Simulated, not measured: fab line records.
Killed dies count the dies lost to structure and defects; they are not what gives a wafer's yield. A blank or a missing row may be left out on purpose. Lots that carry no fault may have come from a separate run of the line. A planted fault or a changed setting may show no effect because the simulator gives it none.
What tool caused it? ; flow gf180mcu ; 12 lots, 36 wafers sampled, at 3 steps of a route of 602

## WHAT THE GAUGES READ, wafer by wafer
GF_M4_RS_MEAS_05: the measuring method here is four-point-probe.
lot;measured;on;M4_ALCU_RS (ohm/sq)
L075;day 23 23:26;film-metro-03;0.0664 0.0664 0.0674
L077;day 24 16:16;film-metro-04;0.0667 0.0668 0.0672
L079;day 25 06:49;film-metro-04;0.0673 0.0680 0.0676
L081;day 25 23:47;film-metro-02;0.0672 0.0681 0.0679
L083;day 26 12:13;film-metro-03;0.0666 0.0668 0.0671
L085;day 27 04:01;film-metro-02;0.0671 0.0672 0.0673
L087;day 27 13:34;film-metro-02;0.0671 0.0673 0.0668
L089;day 28 03:15;film-metro-03;0.0676 0.0689 0.0679
L091;day 28 17:20;film-metro-02;0.0679 0.0678 0.0676
L093;day 29 00:21;film-metro-04;0.0683 0.0683 0.0677
L095;day 29 16:47;film-metro-04;0.0669 0.0672 0.0672
L097;day 30 08:35;film-metro-03;0.0667 0.0662 0.0661

## WHICH TOOL RAN EACH LOT (tool, then ch and the chambers of the sampled wafers, then the start)
lot;GF_V3_SPUTTER_22;GF_M4_SPUTTER_01
L075;pvd-sputter-03, day 23 22:31;pvd-sputter-02, day 23 23:15
L077;pvd-sputter-01, day 24 15:24;pvd-sputter-02, day 24 16:08
L079;pvd-sputter-03, day 25 05:57;pvd-sputter-01, day 25 06:41
L081;pvd-sputter-03, day 25 22:56;pvd-sputter-01, day 25 23:40
L083;pvd-sputter-03, day 26 11:21;pvd-sputter-01, day 26 12:05
L085;pvd-sputter-01, day 27 03:09;pvd-sputter-01, day 27 03:53
L087;pvd-sputter-03, day 27 12:43;pvd-sputter-04, day 27 13:27
L089;pvd-sputter-01, day 28 02:24;pvd-sputter-04, day 28 03:08
L091;pvd-sputter-01, day 28 16:29;pvd-sputter-02, day 28 17:13
L093;pvd-sputter-03, day 28 23:30;pvd-sputter-02, day 29 00:14
L095;pvd-sputter-01, day 29 15:41;pvd-sputter-01, day 29 16:40
L097;pvd-sputter-01, day 30 07:41;pvd-sputter-04, day 30 08:26
- GF_V3_SPUTTER_22: material TiN, target thk 10 nm, time 40 s.
- GF_M4_SPUTTER_01: material TiN, target thk 30 nm, time 25 s.

## THE ANSWER, worked out from the rows above alone
Rule: the lots themselves supply what counts as usual. The widest of any qualifying gaps counts: lots, ordered by their means at a reading, are off when they make up no more than a third of the lots, leave a main group of 4 or more, and stand apart from it by 3 or more times the standard deviation of that group's means. If all means in a main group match to the digits the tables above print for the reading, that group is not used. Also off: a lot with no number at a reading for which 4 or more lots have one. The other lots that the step has rows for count as sound.
None of the lots is off at any reading shown; this tells nothing.

## WHAT HAD BEEN PUT IN BY THE SIMULATOR
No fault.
